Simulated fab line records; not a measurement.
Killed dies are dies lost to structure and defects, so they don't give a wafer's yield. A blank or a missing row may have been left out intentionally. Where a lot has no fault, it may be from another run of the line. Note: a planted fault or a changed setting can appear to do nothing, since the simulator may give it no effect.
fab line records	flow gf180mcu
record lots=24	wafers=72	lastDay=34
route steps=602 shown V4@497 MIM@513 V5@555 TOP_METAL@572
lots that met no fault: taken from a fault-free run of the same line
startH: start of the lot's first displayed wafer, in hours after the record's first day	waitH: hours from the lot's prior step to this one	" identical to the entry in the row above	L1.1+2: a single row standing in for several wafers	- no value present, or no start provided	* or withheld: withheld	< > ~ a bound
route shown NAME@n: a module of which the file shows steps, and the number in the route of the first	usual: average and standard deviation across the fault-free wafers	same: alike in all rows	chamber/n: place in a boat	sites: each site's reading	_std_site: their standard deviation	_edge_site: mean of outer sites minus mean of inner sites	radiusMm: for every site, how far away it sits from the centre of the wafer	mask NAME#n: copy n	behind: the tool/chamber that last shaped the wafer	hold: what put the lot on hold/how long, in hours/how the hold closed	device: names the non-switching transistor (n, p or np)	end of line: at the end of the route, the tests of the same wafers	step lacking rows: just its recipe	killed: count of dies lost to structure and defects at first sort (not the wafer's yield)	map: dies across one wafer; x = killed, . = not, _ = none there
set.NAME: setting as actually run; set.NAME@STEP: the setting as run at that earlier step	model.NAME: the simulator's own value behind a step, which no gauge read
a sample of lots followed through the steps of the route, with each step as a table and each wafer as a row
services: when a tool's chamber went out of use (startH, in hours from the record's first day, below 0 if earlier), for how many hours, and the reason
## steps
# step GF_V4_SPUTTER_21
# recipe material=Ti	targetThkNm=15	chamberPressurePa=5	powerW=2500	substrateTempC=200	timeS=80.02
# usual throttleValvePct=29.6/0.81
lot.wafer	tool	chamber	startH	waitH	throttleValvePct
L074.2	pvdSputter-02	-	556.41	0.0	29.9
L074.3	"	-	"	"	29.4
L074.6	"	-	"	"	28.7
L075.1	pvdSputter-02	-	577.46	0.0	28.5
L075.4	"	-	"	"	29.4
L075.5	"	-	"	"	31.2
L076.1	pvdSputter-03	-	578.00	0.0	29.1
L076.2	"	-	"	"	29.2
L076.5	"	-	"	"	29.0
L077.1	pvdSputter-02	-	594.35	0.0	29.3
L077.2	"	-	"	"	29.8
L077.3	"	-	"	"	28.8
L078.2	pvdSputter-03	-	600.43	0.0	29.2
L078.3	"	-	"	"	28.9
L078.4	"	-	"	"	29.9
L080.1	pvdSputter-02	-	621.58	0.0	31.2
L080.2	"	-	"	"	29.6
L080.6	"	-	"	"	31.3
L079.1	pvdSputter-03	-	622.93	0.0	29.1
L079.3	"	-	"	"	29.7
L079.6	"	-	"	"	29.0
L081.3	pvdSputter-04	-	624.64	0.0	30.1
L081.4	"	-	"	"	28.9
L081.5	"	-	"	"	31.0
L082.1	pvdSputter-03	-	629.90	0.0	29.7
L082.2	"	-	"	"	28.9
L082.5	"	-	"	"	29.0
L083.3	pvdSputter-02	-	633.06	0.0	28.8
L083.4	"	-	"	"	31.1
L083.5	"	-	"	"	29.0
L084.2	pvdSputter-02	-	636.57	0.0	31.2
L084.5	"	-	"	"	31.1
L084.6	"	-	"	"	28.7
L085.2	pvdSputter-02	-	649.87	0.0	29.2
L085.5	"	-	"	"	29.2
L085.6	"	-	"	"	29.1
L086.3	pvdSputter-02	-	657.62	0.0	31.1
L086.4	"	-	"	"	29.2
L086.5	"	-	"	"	29.2
L087.1	pvdSputter-03	-	662.45	0.0	29.3
L087.2	"	-	"	"	29.6
L087.4	"	-	"	"	29.3
L088.2	pvdSputter-03	-	669.85	0.0	29.0
L088.3	"	-	"	"	29.9
L088.5	"	-	"	"	30.1
L089.1	pvdSputter-03	-	678.01	0.0	30.0
L089.2	"	-	"	"	29.1
L089.4	"	-	"	"	29.1
L090.1	pvdSputter-04	-	684.84	0.0	28.7
L090.5	"	-	"	"	31.1
L090.6	"	-	"	"	31.0
L091.1	pvdSputter-03	-	687.88	0.0	28.7
L091.4	"	-	"	"	29.6
L091.6	"	-	"	"	29.1
L092.2	pvdSputter-04	-	695.23	0.0	30.9
L092.5	"	-	"	"	31.0
L092.6	"	-	"	"	28.8
L093.1	pvdSputter-03	-	701.80	0.0	29.3
L093.3	"	-	"	"	29.1
L093.4	"	-	"	"	29.1
L094.2	pvdSputter-04	-	711.20	0.0	31.2
L094.3	"	-	"	"	29.9
L094.5	"	-	"	"	30.9
L095.2	pvdSputter-04	-	717.50	0.0	30.2
L095.3	"	-	"	"	30.9
L095.5	"	-	"	"	30.2
L096.3	pvdSputter-03	-	720.97	0.0	29.1
L096.4	"	-	"	"	29.3
L096.6	"	-	"	"	28.9
L097.2	pvdSputter-03	-	732.31	0.0	29.1
L097.3	"	-	"	"	29.9
L097.4	"	-	"	"	29.2
# step GF_MIM_RS_MEAS_10
# recipe thkMeasGauge=four-point-probe	reads=TiN_of_MIM_SPUTTER_09+AlCu_of_MIM_SPUTTER_08+TiN_of_MIM_SPUTTER_07
# usual MIM_ALCU_RS=0.1603/0.0017
lot.wafer	tool	chamber	startH	waitH	MIM_ALCU_RS[ohm/sq]
L074.2	filmMetro-04	-	557.54	0.0	0.1593
L074.3	"	-	"	"	0.1594
L074.6	"	-	"	"	0.1592
L075.1	filmMetro-01	-	578.56	0.0	0.1574
L075.4	"	-	"	"	0.1583
L075.5	"	-	"	"	0.1592
L076.1	filmMetro-01	-	579.16	0.0	0.1608
L076.2	"	-	"	"	0.1600
L076.5	"	-	"	"	0.1594
L077.1	filmMetro-02	-	595.45	0.0	0.1608
L077.2	"	-	"	"	0.1602
L077.3	"	-	"	"	0.1606
L078.2	filmMetro-02	-	601.56	0.0	0.1637
L078.3	"	-	"	"	0.1634
L078.4	"	-	"	"	0.1628
L080.1	filmMetro-01	-	622.69	0.0	0.1605
L080.2	"	-	"	"	0.1615
L080.6	"	-	"	"	0.1616
L079.1	filmMetro-02	-	624.04	0.0	0.1597
L079.3	"	-	"	"	0.1597
L079.6	"	-	"	"	0.1606
L081.3	filmMetro-01	-	625.78	0.1	0.1587
L081.4	"	-	"	"	0.1569
L081.5	"	-	"	"	0.1573
L082.1	filmMetro-02	-	631.29	0.1	0.1621
L082.2	"	-	"	"	0.1633
L082.5	"	-	"	"	0.1626
L083.3	filmMetro-04	-	634.21	0.1	0.1619
L083.4	"	-	"	"	0.1601
L083.5	"	-	"	"	0.1587
L084.2	filmMetro-04	-	637.70	0.0	0.1599
L084.5	"	-	"	"	0.1614
L084.6	"	-	"	"	0.1614
L085.2	filmMetro-02	-	651.10	0.0	0.1610
L085.5	"	-	"	"	0.1616
L085.6	"	-	"	"	0.1598
L086.3	filmMetro-01	-	658.77	0.1	0.1584
L086.4	"	-	"	"	0.1582
L086.5	"	-	"	"	0.1581
L087.1	filmMetro-01	-	663.56	0.0	0.1619
L087.2	"	-	"	"	0.1608
L087.4	"	-	"	"	0.1631
L088.2	filmMetro-04	-	670.98	0.0	0.1592
L088.3	"	-	"	"	0.1568
L088.5	"	-	"	"	0.1586
L089.1	filmMetro-02	-	679.12	0.0	0.1575
L089.2	"	-	"	"	0.1590
L089.4	"	-	"	"	0.1571
L090.1	filmMetro-02	-	685.94	0.0	0.1611
L090.5	"	-	"	"	0.1606
L090.6	"	-	"	"	0.1615
L091.1	filmMetro-01	-	688.99	0.0	0.1590
L091.4	"	-	"	"	0.1577
L091.6	"	-	"	"	0.1607
L092.2	filmMetro-01	-	696.35	0.0	0.1603
L092.5	"	-	"	"	0.1623
L092.6	"	-	"	"	0.1617
L093.1	filmMetro-01	-	702.91	0.0	0.1578
L093.3	"	-	"	"	0.1591
L093.4	"	-	"	"	0.1595
L094.2	filmMetro-01	-	712.33	0.0	0.1594
L094.3	"	-	"	"	0.1597
L094.5	"	-	"	"	0.1591
L095.2	filmMetro-01	-	718.63	0.0	0.1608
L095.3	"	-	"	"	0.1593
L095.5	"	-	"	"	0.1603
L096.3	filmMetro-02	-	722.12	0.1	0.1638
L096.4	"	-	"	"	0.1604
L096.6	"	-	"	"	0.1608
L097.2	filmMetro-01	-	733.44	0.0	0.1622
L097.3	"	-	"	"	0.1633
L097.4	"	-	"	"	0.1624
# step GF_V5_OVL_MEAS_15
# usual V5_OVL=-4/4.5
lot.wafer	tool	chamber	startH	waitH	V5_OVL[nm]
L074.2	overlay-01	-	622.83	0.1	-1
L074.3	"	-	"	"	1
L074.6	"	-	"	"	2
L075.1	overlay-02	-	641.47	0.1	-4
L075.4	"	-	"	"	-11
L075.5	"	-	"	"	-8
L076.1	overlay-02	-	641.82	0.1	-6
L076.2	"	-	"	"	-8
L076.5	"	-	"	"	-12
L077.1	overlay-02	-	658.37	0.1	-12
L077.2	"	-	"	"	-9
L077.3	"	-	"	"	-5
L078.2	overlay-01	-	663.87	0.1	-11
L078.3	"	-	"	"	-5
L078.4	"	-	"	"	-6
L080.1	overlay-01	-	683.52	0.1	-7
L080.2	"	-	"	"	-3
L080.6	"	-	"	"	-1
L079.1	overlay-02	-	685.12	0.1	3
L079.3	"	-	"	"	-5
L079.6	"	-	"	"	0
L081.3	overlay-02	-	686.23	0.1	-6
L081.4	"	-	"	"	-8
L081.5	"	-	"	"	3
L082.1	overlay-02	-	691.58	0.1	-2
L082.2	"	-	"	"	-8
L082.5	"	-	"	"	-5
L083.3	overlay-01	-	694.80	0.1	-6
L083.4	"	-	"	"	0
L083.5	"	-	"	"	-3
L084.2	overlay-02	-	697.32	0.1	-14
L084.5	"	-	"	"	-3
L084.6	"	-	"	"	-6
L085.2	overlay-02	-	709.92	0.1	3
L085.5	"	-	"	"	5
L085.6	"	-	"	"	5
L086.3	overlay-02	-	716.28	0.1	-3
L086.4	"	-	"	"	-7
L086.5	"	-	"	"	-6
L087.1	overlay-01	-	721.72	0.1	3
L087.2	"	-	"	"	1
L087.4	"	-	"	"	-5
L088.2	overlay-01	-	728.72	0.1	-4
L088.3	"	-	"	"	-2
L088.5	"	-	"	"	2
L089.1	overlay-01	-	735.92	0.1	-4
L089.2	"	-	"	"	2
L089.4	"	-	"	"	-4
L090.1	overlay-02	-	745.27	0.1	-7
L090.5	"	-	"	"	-5
L090.6	"	-	"	"	-3
L091.1	overlay-02	-	745.62	0.1	1
L091.4	"	-	"	"	-5
L091.6	"	-	"	"	-5
L092.2	overlay-01	-	751.87	0.1	4
L092.5	"	-	"	"	1
L092.6	"	-	"	"	0
L093.1	overlay-01	-	756.33	0.1	3
L093.3	"	-	"	"	3
L093.4	"	-	"	"	9
L094.2	overlay-02	-	765.07	0.1	-10
L094.3	"	-	"	"	-6
L094.5	"	-	"	"	-5
L095.2	overlay-01	-	771.27	0.1	1
L095.3	"	-	"	"	0
L095.5	"	-	"	"	2
L096.3	overlay-01	-	772.93	0.1	1
L096.4	"	-	"	"	-3
L096.6	"	-	"	"	-4
L097.2	overlay-02	-	783.67	0.1	0
L097.3	"	-	"	"	-8
L097.4	"	-	"	"	-7
# step GF_V5_ETCH_17
# recipe chemistry=C4F8/O2/Ar	maskMaterial=KrF	target=SiO2	stopOn=TiN	sourceW=1500	biasW=1200	pressureMtorr=40	c4f8FlowSccm=withheld	O2_flow_sccm=6	Ar_flow_sccm=300	timeS=withheld	targetDepthA=8550
# usual chamberPressureMTorr=40.00/0.039	oesProductAu=0.867/0.0049
lot.wafer	tool	chamber	startH	waitH	chamberPressureMTorr	oesProductAu
L074.2	rieDiel-03	0	-	-	40.00	0.870
L074.3	"	1	"	"	39.97	0.868
L074.6	"	2	"	"	39.99	0.867
L075.1	rieDiel-02	0	-	-	39.94	0.869
L075.4	"	2	"	"	40.00	0.862
L075.5	"	1	"	"	40.02	0.864
L076.1	rieDiel-04	1	-	-	39.93	0.876
L076.2	"	2	"	"	39.96	0.869
L076.5	"	1	"	"	40.05	0.868
L077.1	rieDiel-02	1	-	-	39.97	0.867
L077.2	"	3	"	"	39.97	0.866
L077.3	"	0	"	"	39.97	0.869
L078.2	rieDiel-03	1	-	-	40.01	0.863
L078.3	"	0	"	"	40.04	0.864
L078.4	"	3	"	"	40.03	0.864
L080.1	rieDiel-04	3	-	-	40.01	0.853
L080.2	"	2	"	"	39.98	0.866
L080.6	"	3	"	"	39.96	0.870
L079.1	rieDiel-03	2	-	-	40.04	0.870
L079.3	"	0	"	"	39.96	0.865
L079.6	"	1	"	"	40.02	0.863
L081.3	rieDiel-02	1	-	-	39.90	0.863
L081.4	"	2	"	"	39.96	0.867
L081.5	"	2	"	"	39.97	0.869
L082.1	rieDiel-02	1	-	-	40.00	0.860
L082.2	"	3	"	"	39.98	0.867
L082.5	"	3	"	"	40.02	0.872
L083.3	rieDiel-02	3	-	-	39.97	0.865
L083.4	"	1	"	"	40.04	0.868
L083.5	"	3	"	"	39.97	0.873
L084.2	rieDiel-04	3	-	-	39.99	0.871
L084.5	"	3	"	"	40.01	0.872
L084.6	"	2	"	"	40.00	0.868
L085.2	rieDiel-04	2	-	-	39.99	0.860
L085.5	"	2	"	"	40.00	0.872
L085.6	"	3	"	"	40.07	0.865
L086.3	rieDiel-04	2	-	-	40.04	0.871
L086.4	"	0	"	"	40.02	0.865
L086.5	"	1	"	"	40.02	0.858
L087.1	rieDiel-02	1	-	-	40.00	0.861
L087.2	"	2	"	"	39.99	0.860
L087.4	"	0	"	"	40.01	0.869
L088.2	rieDiel-02	2	-	-	39.97	0.870
L088.3	"	0	"	"	40.04	0.872
L088.5	"	1	"	"	40.14	0.863
L089.1	rieDiel-03	2	-	-	40.00	0.869
L089.2	"	1	"	"	40.01	0.861
L089.4	"	1	"	"	39.98	0.870
L090.1	rieDiel-02	2	-	-	40.02	0.864
L090.5	"	1	"	"	40.01	0.866
L090.6	"	0	"	"	40.01	0.866
L091.1	rieDiel-03	1	-	-	40.04	0.866
L091.4	"	2	"	"	40.06	0.868
L091.6	"	1	"	"	40.02	0.872
L092.2	rieDiel-04	1	-	-	39.96	0.857
L092.5	"	1	"	"	39.97	0.870
L092.6	"	2	"	"	40.01	0.868
L093.1	rieDiel-03	2	-	-	39.96	0.866
L093.3	"	1	"	"	40.03	0.871
L093.4	"	0	"	"	39.95	0.871
L094.2	rieDiel-04	0	-	-	39.97	0.869
L094.3	"	1	"	"	39.97	0.873
L094.5	"	3	"	"	40.05	0.871
L095.2	rieDiel-04	2	-	-	40.08	0.870
L095.3	"	1	"	"	40.03	0.876
L095.5	"	3	"	"	39.99	0.867
L096.3	rieDiel-04	3	-	-	40.03	0.873
L096.4	"	1	"	"	40.03	0.862
L096.6	"	0	"	"	39.83	0.866
L097.2	rieDiel-03	3	-	-	40.02	0.869
L097.3	"	0	"	"	40.02	0.879
L097.4	"	2	"	"	39.99	0.868
# step GF_TOP_METAL_RS_MEAS_05
# recipe thkMeasGauge=four-point-probe	reads=TiN_of_TOP_METAL_SPUTTER_04+Ti_of_TOP_METAL_SPUTTER_03+AlCu_of_TOP_METAL_SPUTTER_02+TiN_of_TOP_METAL_SPUTTER_01+Ti_of_TOP_METAL_SPUTTER_00
# usual TOP_METAL_ALCU_RS=0.0327/0.00034
lot.wafer	tool	chamber	startH	waitH	TOP_METAL_ALCU_RS[ohm/sq]
L074.2	filmMetro-04	-	624.47	0.0	0.0327
L074.3	"	-	"	"	0.0327
L074.6	"	-	"	"	0.0326
L076.1	filmMetro-03	-	643.45	0.0	0.0327
L076.2	"	-	"	"	0.0330
L076.5	"	-	"	"	0.0326
L075.1	filmMetro-01	-	643.62	0.0	0.0329
L075.4	"	-	"	"	0.0328
L075.5	"	-	"	"	0.0333
L077.1	filmMetro-04	-	660.00	0.0	0.0327
L077.2	"	-	"	"	0.0323
L077.3	"	-	"	"	0.0328
L078.2	filmMetro-01	-	665.52	0.0	0.0322
L078.3	"	-	"	"	0.0326
L078.4	"	-	"	"	0.0325
L080.1	filmMetro-01	-	685.15	0.0	0.0326
L080.2	"	-	"	"	0.0328
L080.6	"	-	"	"	0.0324
L079.1	filmMetro-01	-	686.75	0.0	0.0325
L079.3	"	-	"	"	0.0326
L079.6	"	-	"	"	0.0327
L081.3	filmMetro-01	-	687.89	0.1	0.0327
L081.4	"	-	"	"	0.0330
L081.5	"	-	"	"	0.0327
L082.1	filmMetro-04	-	693.25	0.0	0.0325
L082.2	"	-	"	"	0.0326
L082.5	"	-	"	"	0.0326
L083.3	filmMetro-03	-	696.47	0.1	0.0324
L083.4	"	-	"	"	0.0328
L083.5	"	-	"	"	0.0325
L084.2	filmMetro-04	-	698.97	0.0	0.0325
L084.5	"	-	"	"	0.0327
L084.6	"	-	"	"	0.0325
L085.2	filmMetro-04	-	711.57	0.0	0.0332
L085.5	"	-	"	"	0.0327
L085.6	"	-	"	"	0.0330
L086.3	filmMetro-01	-	717.95	0.1	0.0328
L086.4	"	-	"	"	0.0334
L086.5	"	-	"	"	0.0330
L087.1	filmMetro-04	-	723.36	0.0	0.0324
L087.2	"	-	"	"	0.0325
L087.4	"	-	"	"	0.0327
L088.2	filmMetro-04	-	730.37	0.0	0.0327
L088.3	"	-	"	"	0.0325
L088.5	"	-	"	"	0.0324
L089.1	filmMetro-01	-	737.58	0.0	0.0323
L089.2	"	-	"	"	0.0321
L089.4	"	-	"	"	0.0319
L090.1	filmMetro-03	-	746.90	0.0	0.0327
L090.5	"	-	"	"	0.0329
L090.6	"	-	"	"	0.0325
L091.1	filmMetro-01	-	747.83	0.0	0.0326
L091.4	"	-	"	"	0.0328
L091.6	"	-	"	"	0.0328
L092.2	filmMetro-04	-	753.73	0.0	0.0323
L092.5	"	-	"	"	0.0329
L092.6	"	-	"	"	0.0322
L093.1	filmMetro-01	-	758.11	0.0	0.0332
L093.3	"	-	"	"	0.0327
L093.4	"	-	"	"	0.0330
L094.2	filmMetro-01	-	766.72	0.0	0.0321
L094.3	"	-	"	"	0.0320
L094.5	"	-	"	"	0.0320
L095.2	filmMetro-03	-	772.92	0.0	0.0328
L095.3	"	-	"	"	0.0331
L095.5	"	-	"	"	0.0333
L096.3	filmMetro-04	-	774.59	0.1	0.0327
L096.4	"	-	"	"	0.0324
L096.6	"	-	"	"	0.0330
L097.2	filmMetro-01	-	785.35	0.0	0.0327
L097.3	"	-	"	"	0.0323
L097.4	"	-	"	"	0.0325
# step GF_TOP_METAL_CD_MEAS_14
# recipe targetCdNm=440
# usual cdNm=440.0/2.1
lot.wafer	tool	chamber	startH	waitH	cdNm
L074.2	cdSem-01	-	644.68	0.1	439.9
L074.3	"	-	"	"	441.6
L074.6	"	-	"	"	442.4
L076.1	cdSem-01	-	662.99	0.1	436.0
L076.2	"	-	"	"	438.2
L076.5	"	-	"	"	438.2
L075.1	cdSem-01	-	663.59	0.1	442.5
L075.4	"	-	"	"	441.7
L075.5	"	-	"	"	438.6
L077.1	cdSem-02	-	678.84	0.1	441.0
L077.2	"	-	"	"	444.7
L077.3	"	-	"	"	444.7
L078.2	cdSem-02	-	684.96	0.1	439.0
L078.3	"	-	"	"	438.4
L078.4	"	-	"	"	440.2
L080.1	cdSem-01	-	703.83	0.1	440.5
L080.2	"	-	"	"	442.1
L080.6	"	-	"	"	443.5
L079.1	cdSem-02	-	704.31	0.1	438.2
L079.3	"	-	"	"	436.4
L079.6	"	-	"	"	437.3
L081.3	cdSem-02	-	706.44	0.1	439.3
L081.4	"	-	"	"	441.1
L081.5	"	-	"	"	440.6
L082.1	cdSem-02	-	711.28	0.1	444.5
L082.2	"	-	"	"	444.2
L082.5	"	-	"	"	443.5
L083.3	cdSem-02	-	714.55	0.1	439.9
L083.4	"	-	"	"	439.7
L083.5	"	-	"	"	440.5
L084.2	cdSem-02	-	716.97	0.1	436.6
L084.5	"	-	"	"	438.3
L084.6	"	-	"	"	437.5
L085.2	cdSem-01	-	730.08	0.1	440.4
L085.5	"	-	"	"	438.9
L085.6	"	-	"	"	439.7
L086.3	cdSem-01	-	735.72	0.1	439.0
L086.4	"	-	"	"	440.6
L086.5	"	-	"	"	440.8
L087.1	cdSem-02	-	740.41	0.1	439.9
L087.2	"	-	"	"	440.0
L087.4	"	-	"	"	438.0
L088.2	cdSem-01	-	746.90	0.1	439.3
L088.3	"	-	"	"	438.4
L088.5	"	-	"	"	438.5
L089.1	cdSem-01	-	753.93	0.1	440.0
L089.2	"	-	"	"	438.8
L089.4	"	-	"	"	438.8
L090.1	cdSem-02	-	762.98	0.1	440.5
L090.5	"	-	"	"	440.5
L090.6	"	-	"	"	442.0
L091.1	cdSem-01	-	763.95	0.1	440.5
L091.4	"	-	"	"	443.9
L091.6	"	-	"	"	442.6
L092.2	cdSem-02	-	770.13	0.1	434.9
L092.5	"	-	"	"	434.4
L092.6	"	-	"	"	435.2
L093.1	cdSem-01	-	774.57	0.2	439.5
L093.3	"	-	"	"	437.6
L093.4	"	-	"	"	438.6
L094.2	cdSem-01	-	782.28	0.1	440.8
L094.3	"	-	"	"	441.3
L094.5	"	-	"	"	442.6
L095.2	cdSem-02	-	788.35	0.2	438.4
L095.3	"	-	"	"	437.8
L095.5	"	-	"	"	438.9
L096.3	cdSem-02	-	790.29	0.1	438.3
L096.4	"	-	"	"	440.0
L096.6	"	-	"	"	440.6
L097.2	cdSem-02	-	800.17	0.1	441.9
L097.3	"	-	"	"	443.2
L097.4	"	-	"	"	442.3
## services
tool	chamber	startH	hours	kind
rieDiel-02	0	534.27	4.5	repair
pvdSputter-03	-	562.46	2.1	repair
rieDiel-03	-	570.87	4.0	pm
pvdSputter-04	-	570.96	2.2	repair
rieDiel-02	0	573.08	6.1	repair
rieDiel-02	3	579.14	-	clean
rieDiel-02	3	579.14	25.1	scheduledDown
rieDiel-03	-	592.00	2.8	pm
pvdSputter-03	-	597.00	3.0	repair
pvdSputter-03	-	599.05	1.1	repair
pvdSputter-03	3	625.09	-	consumableReplace:kit
pvdSputter-03	3	625.09	18.0	scheduledDown
pvdSputter-03	3	625.09	18.0	ventCycle
pvdSputter-03	-	642.60	6.3	repair
rieDiel-02	1	667.33	1.3	repair
pvdSputter-02	-	684.61	17.5	repair
rieDiel-04	0	703.60	2.2	repair
rieDiel-04	2	724.07	-	clean
rieDiel-04	2	724.07	19.5	scheduledDown
rieDiel-04	2	724.07	19.5	ventCycle
rieDiel-04	0	737.22	21.3	repair
pvdSputter-02	-	740.81	19.7	repair
pvdSputter-04	-	774.59	7.0	repair
pvdSputter-04	-	781.21	4.9	repair
## key
fault none
